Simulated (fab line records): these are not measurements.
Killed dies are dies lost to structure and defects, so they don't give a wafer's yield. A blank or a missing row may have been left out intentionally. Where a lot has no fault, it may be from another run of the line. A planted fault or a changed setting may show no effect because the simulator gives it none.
Matching of chambers -- flow sky130 -- SKY_VIA3_CMP_24 on cmp-01: 4 sister chambers
The step polishes, stops on SiO2, t overpolish 20 s, target thk 0 nm. 4 wafers are shown with their chamber, then 12 later ones without.

== EACH WAFER AND ITS CHAMBER ==
wafer,chamber,time to endpoint s (s)
L089.4,1,90
L091.1,3,95
L091.4,0,92
L091.5,2,94

== WAFERS WHOSE CHAMBER IS MISSING ==
wafer,time to endpoint s (s)
L093.3,95
L093.4,99
L093.6,101
L094.1,85
L094.3,92
L094.5,92
L096.1,94
L096.5,96
L096.6,92
L097.3,95
L097.4,96
L097.5,94

== WHICH CHAMBER EACH ONE RAN IN ==
wafer,from the rows above,in truth
L093.3,can't be placed: 3 or 2 or 0 or 1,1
L093.4,can't be placed: 3 or 2 or 0 or 1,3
L093.6,can't be placed: 3 or 2 or 0 or 1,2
L094.1,can't be placed: 1 or 0 or 2 or 3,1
L094.3,can't be placed: 0 or 1 or 2 or 3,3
L094.5,can't be placed: 0 or 1 or 2 or 3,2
L096.1,can't be placed: 2 or 3 or 0 or 1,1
L096.5,can't be placed: 3 or 2 or 0 or 1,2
L096.6,can't be placed: 0 or 1 or 2 or 3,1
L097.3,can't be placed: 3 or 2 or 0 or 1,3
L097.4,can't be placed: 3 or 2 or 0 or 1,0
L097.5,can't be placed: 2 or 3 or 0 or 1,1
Placed correctly: 0 of 12. Unplaceable from these rows: 12, with the true chamber sitting among the candidates in 12. Wrongly placed: 0.
How it was worked out, from the rows above alone: a wafer's distance from a chamber is the root of the sum, over the readings, of the square of ((its reading less the chamber's mean) divided by the reading's scatter). If the next closest chamber is less than 2 further off than the closest, the wafer can't be placed; otherwise it belongs to the closest. The mean given for a chamber averages the wafers shown for that chamber. The scatter: with one shown wafer a chamber, the root of the mean of the squares of how far each hidden wafer lies from its nearest shown one.
